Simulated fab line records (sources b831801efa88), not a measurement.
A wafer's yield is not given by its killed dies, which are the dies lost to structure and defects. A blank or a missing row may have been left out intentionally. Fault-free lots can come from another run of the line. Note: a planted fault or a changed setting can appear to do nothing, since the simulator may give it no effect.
A struck lot beside a sound one / flow sky130 / 15 steps out of a route of 708
Sound: wafers L377.1, L377.4, L377.6. Struck: wafers L382.4, L382.5, L382.6. The cause is named last.
Each step with rows lists, per side, the tool, then ch with its chambers, then its first start. Under that, the readings that differ: sound wafers / struck wafers / difference of the means / sigmas: that difference in standard deviations of wafers without a fault.
alike: same words and numbers on both sides, and readings whose means sit less than 2 such deviations apart. not compared: any withheld reading, any reading some wafer has no value for, any bound like >300 that may hide the same value, and any number with overlapping values for which the record gives no deviation.
The two part at a step that has a row with sigmas, a row that says differs or no value, or rows on one side only. When numbers do not overlap yet have no deviation, they are printed without sigmas and do not part them. Lack of a reading on every wafer of one side parts them only where that side has two or more wafers.

SKY_VIA4_THK_MEAS_01:
  sound on film metro-03, day 44 08:37; struck on film metro-04, day 45 15:47
  alike: VIA4_HDPCVD_THK
SKY_VIA4_CMP_02: polishes SiO2.
  sound on cmp-01 ch 0,2, day 44 08:43; struck on cmp-01 ch 0,3, day 45 15:49
  alike: edge zone pressure frac, motor current A
SKY_VIA4_BOW_MEAS_03:
  sound on film metro-03, day 44 08:58; struck on film metro-03, day 45 16:11
  alike: VIA4_BOW
then, 7 steps without rows for these wafers: SKY_VIA4_DEHYDRATE_04 (time 60 s); SKY_VIA4_HMDS_05 (prime time 60 s); SKY_VIA4_COAT_06 (resist thk 1140 nm); SKY_VIA4_SOFTBAKE_07 (time 60 s); SKY_VIA4_EXPOSE_08 (exposes mask VIM4, target cd 800 nm); SKY_VIA4_PEB_09; SKY_VIA4_DEVELOP_10 (develop time 60 s).
SKY_VIA4_OVL_MEAS_11:
  sound on overlay-01, day 45 06:24; struck on overlay-01, day 46 11:51
  alike: VIA4_OVL
SKY_VIA4_ETCH_12: etches SiO2 in C4F8/O2/Ar, stops on TiN, target depth 580 nm.
  sound on rie diel-01 ch 0,1,2, day 45 06:26; struck on rie diel-04 ch 1,2,3, day 46 11:52
  alike: oes product au
SKY_VIA4_STRIP_13: strips in O2/N2.
  sound on plasma asher-01 ch 0,1, day 45 06:31; struck on plasma asher-04 ch 0,1, day 46 11:58
  no value came back on the struck wafers for any of 5 readings (chamber pressure mTorr (mTorr), drypump motor current A (A) and others); on the sound wafers chamber pressure mTorr (mTorr) reads 1500.1 1501.5 1499.0
reading=model.NOVOLAK_of_VIA4_COAT_06.thk nm (nm); sound=0 0 0; struck=1005 1008 1011; difference=+1008; sigmas=
  not compared: rf hours counter h
then, 1 step without rows for these wafers: SKY_VIA4_STRIP_14 (strips in post etch residue remover, time 1200 s).
-- the record jumps here: 3 days lie between the struck wafers' starts before and after (it left off in module VIA4 and takes up again in module PAD_OPEN, whose first step shown is number 708 of the route) --
SKY_PAD_OPEN_PROBE_99:
  sound on prober-01, day 47 23:47; struck on prober-02, day 49 02:44
reading=defect limited yield (%); sound=80.5 81.7 79.3; struck=0.6 0.4 0.2; difference=-80.1; sigmas=-38
reading=killed_at_M0_to_M3; sound=54 47 49; struck=14 12 7; difference=-39; sigmas=-5
reading=killed_at_M4_up; sound=3 3 6; struck=469 467 473; difference=+466; sigmas=+99 or more
reading=killed at contacts; sound=24 22 34; struck=4 6 7; difference=-21; sigmas=-4
reading=killed at front end; sound=15 17 13; struck=2 5 4; difference=-11; sigmas=-3
reading=killed dies; sound=96 90 102; struck=489 490 491; difference=+394; sigmas=+39
reading=killed on rim; sound=19 16 21; struck=96 96 95; difference=+77; sigmas=+21
reading=killed open; sound=50 51 59; struck=10 13 7; difference=-43; sigmas=-6
reading=killed short; sound=46 39 43; struck=11 10 11; difference=-32; sigmas=-5
reading=sort_bin_3_pad_short (%); sound=1.4 1.0 0.8; struck=23.8 23.6 27.8; difference=+24.0; sigmas=+67
reading=sort_bin_5_function (%); sound=11.6 10.0 12.4; struck=73.8 72.4 69.3; difference=+60.5; sigmas=+40
reading=sort_bin_6_memory (%); sound=6.5 7.3 7.5; struck=1.8 3.7 2.6; difference=-4.4; sigmas=-3
reading=sort n pass; sound=396 402 390; struck=3 2 1; difference=-394; sigmas=-39
reading=sort yield pct (%); sound=80.5 81.7 79.3; struck=0.6 0.4 0.2; difference=-80.1; sigmas=-38
  alike: killed at other

== WHERE THEY PART ==
First at SKY_VIA4_STRIP_13; last, within this record, at SKY_PAD_OPEN_PROBE_99.

WHY: what had been put in by the simulator
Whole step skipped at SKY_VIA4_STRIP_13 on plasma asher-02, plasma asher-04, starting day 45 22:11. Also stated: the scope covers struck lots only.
